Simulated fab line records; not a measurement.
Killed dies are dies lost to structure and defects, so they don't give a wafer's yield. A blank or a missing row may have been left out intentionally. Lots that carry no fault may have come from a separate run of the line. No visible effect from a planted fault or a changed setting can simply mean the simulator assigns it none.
Which tool was responsible?	flow sky130	Sampling: 24 lots, 72 wafers, 4 of 708 route steps

== WHAT EACH GAUGE READ, for each wafer ==
SKY_VIA1_OVL_MEAS_13. Usual: VIA1_OVL typically reads -1 nm, with standard deviation 5.1.
lot	measured	on	VIA1_OVL (nm)	flag
L074	day 34 03:42	overlay-01	-5 4 -8	
L075	day 34 10:28	overlay-01	-12 -12 -10	
L076	day 34 21:31	overlay-01	4 7 2	
L077	day 35 06:49	overlay-01	-2 -8 -7	
L078	day 35 07:27	overlay-01	-3 6 0	
L079	day 35 19:10	overlay-02	-3 5 -1	
L080	day 36 06:52	overlay-02	-7 1 1	
L081	day 36 17:07	overlay-02	-4 0 -1	
L082	day 36 19:50	overlay-02	0 0 -3	
L083	day 37 01:58	overlay-02	-2 -3 -1	
L084	day 37 06:40	overlay-02	5 4 6	
L085	day 37 14:46	overlay-02	1 0 4	
L086	day 37 23:28	overlay-02	5 3 7	
L087	day 38 08:43	overlay-02	-8 4 -3	
L088	day 38 12:55	overlay-02	1 1 1	
L089	day 39 04:01	overlay-02	-1 2 -2	
L090	day 39 12:04	overlay-02	5 8 2	
L091	day 39 12:25	overlay-02	-2 1 -6	
L092	day 39 15:10	overlay-02	1 -5 0	
L093	day 40 01:37	overlay-02	3 -9 -11	
L094	day 40 06:52	overlay-02	-3 -11 -6	
L095	day 40 18:55	overlay-02	3 -9 -6	
L096	day 41 07:37	overlay-01	2 -5 2	
L097	day 41 14:01	overlay-01	0 5 4	

SKY_CAP2M_RS_MEAS_03: measures by four-point-probe. Usual: CAP2M_TIN_RS typically reads 6.92 ohm/sq, with standard deviation 0.086.
lot	measured	on	CAP2M_TIN_RS (ohm/sq)	flag
L074	day 39 21:21	film_metro-04	6.89 6.90 6.85	
L075	day 40 02:55	film_metro-03	6.85 6.74 6.77	
L076	day 40 14:27	film_metro-02	7.01 6.90 6.99	
L077	day 40 23:37	film_metro-02	6.92 6.90 6.87	
L078	day 41 00:23	film_metro-03	6.94 6.85 6.81	
L079	day 41 12:09	film_metro-03	6.76 6.85 6.76	
L080	day 41 22:25	film_metro-03	7.10 6.87 7.02	
L081	day 42 08:12	film_metro-02	6.91 6.88 6.96	
L082	day 42 09:33	film_metro-04	6.93 7.01 6.91	
L083	day 42 15:17	film_metro-02	6.86 6.99 6.84	
L084	day 42 19:18	film_metro-02	6.90 6.82 6.81	
L085	day 43 02:28	film_metro-04	6.87 6.95 6.98	
L086	day 43 09:56	film_metro-04	7.01 6.91 6.97	
L087	day 43 17:16	film_metro-04	7.02 6.95 6.93	
L088	day 43 20:59	film_metro-03	7.00 7.01 7.01	
L089	day 44 10:54	film_metro-03	6.72 6.96 6.74	
L090	day 44 18:50	film_metro-03	6.95 7.01 6.94	
L091	day 44 20:05	film_metro-04	7.00 6.94 6.99	
L092	day 44 21:10	film_metro-02	6.85 6.89 6.89	
L093	day 45 07:01	film_metro-02	6.85 7.00 7.00	
L094	day 45 11:17	film_metro-04	6.96 7.01 6.97	
L095	day 45 22:51	film_metro-04	6.90 6.85 6.90	
L096	day 46 09:00	film_metro-03	6.85 6.82 6.90	
L097	day 46 14:38	film_metro-04	6.96 6.98 6.97	

SKY_METAL4_OVL_MEAS_14. Usual: METAL4_OVL typically reads 1 nm, with standard deviation 6.3.
lot	measured	on	METAL4_OVL (nm)	flag
L074	day 41 22:31	overlay-02	-2 -4 -2	
L075	day 42 03:54	overlay-01	0 1 -2	
L076	day 42 15:19	overlay-01	-2 4 -6	
L077	day 42 23:56	overlay-02	8 7 3	
L078	day 43 01:04	overlay-02	-4 -8 -6	
L079	day 43 12:18	overlay-01	8 -5 3	
L080	day 43 21:16	overlay-02	-13 0 -9	
L081	day 44 06:16	overlay-01	6 -3 2	
L082	day 44 07:53	overlay-02	10 -1 3	
L083	day 44 13:16	overlay-01	6 4 3	
L084	day 44 17:10	overlay-02	0 4 0	
L085	day 45 00:07	overlay-01	0 -5 -1	
L086	day 45 06:43	overlay-01	9 16 -1	
L087	day 45 13:49	overlay-02	-4 -8 -3	
L088	day 45 17:07	overlay-02	6 5 6	
L089	day 46 05:59	overlay-02	9 2 -1	
L090	day 46 13:43	overlay-01	2 -5 1	
L091	day 46 14:10	overlay-02	-4 -9 -3	
L092	day 46 16:07	overlay-01	-3 8 5	
L093	day 47 01:01	overlay-01	1 18 6	
L094	day 47 04:39	overlay-01	9 2 3	
L095	day 47 15:10	overlay-02	6 -3 -1	
L096	day 48 01:48	overlay-01	4 6 1	
L097	day 48 06:02	overlay-01	-9 -8 -7	

SKY_VIA4_BOW_MEAS_03. Usual: VIA4_BOW typically reads 77 um, with standard deviation 7.5.
lot	measured	on	VIA4_BOW (um)	flag
L074	day 42 00:01	film_metro-02	83 71 83	
L075	day 42 05:31	film_metro-02	80 89 87	
L076	day 42 17:27	film_metro-02	75 77 76	
L077	day 43 01:26	film_metro-02	83 77 73	
L078	day 43 02:35	film_metro-02	77 69 72	
L079	day 43 13:50	film_metro-04	75 79 85	
L080	day 43 22:46	film_metro-04	80 87 81	
L081	day 44 08:28	film_metro-01	73 85 80	
L082	day 44 09:49	film_metro-04	67 75 83	
L083	day 44 14:50	film_metro-02	83 83 75	
L084	day 44 19:05	film_metro-02	88 65 66	
L085	day 45 01:37	film_metro-04	72 69 78	
L086	day 45 08:21	film_metro-01	94 87 83	
L087	day 45 15:34	film_metro-04	68 66 73	
L088	day 45 18:47	film_metro-01	83 89 82	
L089	day 46 07:32	film_metro-04	75 73 76	
L090	day 46 15:26	film_metro-01	85 79 68	
L091	day 46 15:59	film_metro-01	68 85 75	
L092	day 46 17:49	film_metro-01	78 76 55	
L093	day 47 02:33	film_metro-01	90 90 84	
L094	day 47 06:11	film_metro-02	67 73 72	
L095	day 47 16:45	film_metro-01	77 69 67	
L096	day 48 03:22	film_metro-02	66 88 68	
L097	day 48 07:36	film_metro-01	86 66 73	

== EACH LOT AND THE TOOL THAT RAN IT (in order: tool; ch and the chambers of the sampled wafers; start) ==
The record shows no process step preceding these readings.

== AS READ BY THE TOOLS THEMSELVES (means over the sampled wafers that have a number; for cases with no such wafer, the mark the record gives instead) ==
The record holds no such reading with a usual standard deviation.

== THE ANSWER, worked out from the rows above alone ==
Rule: lot off if the mean of its wafers having a number is beyond 3 standard deviations from the usual mean. A lot without any number at a reading at which 4 lots or more have one is off too. All remaining lots with rows at the step are treated as sound. After the gauges, taken in route order, come the tools' own readings; for these a lot's mean is taken, as printed above. The first step at which some lot is off is used, and at that step the reading that is off furthest; a lot without a number counts as furthest.
No lot is off at any reading shown: from this, nothing can be told.

== WHAT THE SIMULATOR HAD PUT IN ==
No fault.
